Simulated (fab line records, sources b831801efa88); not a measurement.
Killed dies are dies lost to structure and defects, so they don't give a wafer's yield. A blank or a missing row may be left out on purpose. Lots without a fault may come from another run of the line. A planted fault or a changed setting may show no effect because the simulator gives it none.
Chamber matching | flow gf180mcu | GF_STI_ETCH_14 on rie_si-01: 4 sister chambers
The step etches Si in HBr/Cl2/O2, target depth 360 nm, time 102.9 s. 8 wafers are shown with their chamber, then 7 later ones without.

WAFERS WITH THEIR CHAMBER
wafer  | chamber | drypump_motor_current_A (A) | oes_product_au (a.u.)
L618.1 | 0       | 5.88                        | 1.011
L625.1 | 3       | 5.97                        | 0.988
L625.4 | 1       | 5.75                        | 1.002
L629.1 | 1       | 5.76                        | 0.996
L629.2 | 0       | 5.84                        | 1.007
L629.5 | 2       | 6.09                        | 1.010
L630.2 | 2       | 6.10                        | 1.007
L630.3 | 3       | 5.97                        | 0.998

WAFERS WITHOUT THEIR CHAMBER
wafer  | drypump_motor_current_A (A) | oes_product_au (a.u.)
L630.5 | 6.11                        | 1.009
L635.3 | 5.76                        | 1.012
L635.4 | 5.81                        | 1.001
L635.5 | 5.92                        | 1.007
L636.2 | 5.76                        | 1.001
L636.3 | 5.98                        | 0.982
L636.6 | 6.16                        | 1.009

WHICH CHAMBER EACH WENT THROUGH
wafer  | from the rows above     | in truth
L630.5 | 2                       | 2
L635.3 | 1                       | 1
L635.4 | can't be placed: 1 or 0 | 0
L635.5 | can't be placed: 0 or 3 | 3
L636.2 | 1                       | 1
L636.3 | 3                       | 3
L636.6 | 2                       | 2
Placed correctly: 5 of 7. Can't be placed from these rows: 2 (the true chamber is among the candidates in 2). Placed wrongly: 0.
How it was worked out, from the rows above alone: a wafer's distance from a chamber is the root of the sum, over the readings, of the square of ((its reading less the chamber's mean) divided by the reading's scatter). The wafer belongs to the nearest chamber; if the next one is less than 2 further off, it can't be placed. A chamber's mean is the mean of its shown wafers. The scatter: the root of (the sum of the squares of (reading less its chamber's mean) over the shown wafers, divided by (wafers less chambers)).
